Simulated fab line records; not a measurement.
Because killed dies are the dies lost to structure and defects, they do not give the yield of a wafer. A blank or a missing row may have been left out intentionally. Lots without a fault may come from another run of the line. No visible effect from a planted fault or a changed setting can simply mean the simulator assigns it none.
The same fault as seen by 2 desks	flow sky130	every desk sees just its own numbers, and what lay behind them comes last

METROLOGY DESK
What the gauges read, lot by lot, whatever tool the lot ran on: means of the sampled wafers that have a number. Marked OUT: a lot whose mean sits more than 4 standard deviations from the usual mean, which makes it out of limits; the brackets give that distance.
Columns: A = SONOS_ONO_OVL at SKY_SONOS_ONO_OVL_MEAS_14, usual -0.6 nm; B = LDD_P_OVL at SKY_LDD_P_OVL_MEAS_08, usual -1.3 nm
lot	first seen here	A	B
L405	day 12 08:56	-0.4	-2.5
L406	day 12 20:29	0.5	-0.8
L408	day 13 12:18	0.3	-1.8
L409	day 13 21:13	-2.3	-0.8
L411	day 14 11:25	0.8	-1.5
L412	day 14 23:44	-0.2	-1.2
L413	day 15 01:27	0.5	0.0
L415	day 15 19:54	-1.0	-2.3
L416	day 16 06:42	-3.3	-1.9
L422	day 18 08:45	-1.9	1.2
L423	day 18 14:15	-0.7	-1.2
L427	day 20 02:24	0.7	-1.8
L428	day 20 15:36	-0.7	0.0
This desk found nothing out of limits on any of the 13 lots.

FOR THE TOOL OWNER'S DESK: implanter-02
The tool's own readings at SKY_LDD_N_IMPLANT_15, given as means over the sampled wafers that have a number, one for each lot that went through this tool. Marked OUT: a lot whose mean sits more than 4 standard deviations from the usual mean, which makes it out of limits; the brackets give that distance.
Columns: A = doseIonsCm2 at SKY_LDD_N_IMPLANT_15, usual 5e+12; B = endStationPressureTorr at SKY_LDD_N_IMPLANT_15, usual 5.05e-06 Torr; C = faradayCurrentUA at SKY_LDD_N_IMPLANT_15, usual 28.3
lot	first seen here	A	B	C
L409	day 19 05:32	5e+12	5.15e-06	28.2
L416	day 21 18:34	5e+12	4.94e-06	28.0
L422	day 23 23:49	2e+12 (-99 or more) OUT	4.87e-06	12.3 (-28) OUT
L423	day 24 02:43	2e+12 (-99 or more) OUT	5.07e-06	12.3 (-28) OUT
This desk's verdict: out of limits on L422, L423, starting with L422 at day 23 23:49 (doseIonsCm2 at SKY_LDD_N_IMPLANT_15). Within limits: L409, L416.

TAKEN TOGETHER
On L422, L423, at day 23 23:49, an alarm was possible from the tool owner's desk.
Metrology desk: nothing out of limits seen.
The metrology desk holds a record of L422, L423, inside its limits.
Of the lots named, all ran SKY_LDD_N_IMPLANT_15 on implanter-02.

WHAT HAD BEEN PUT IN BY THE SIMULATOR
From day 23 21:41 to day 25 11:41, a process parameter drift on implanter-02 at SKY_LDD_N_IMPLANT_15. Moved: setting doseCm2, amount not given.
Lots struck among those shown: L422, L423.
Time in hours from fault onset to the first out-of-limits reading at each desk: the tool owner's desk, 2.
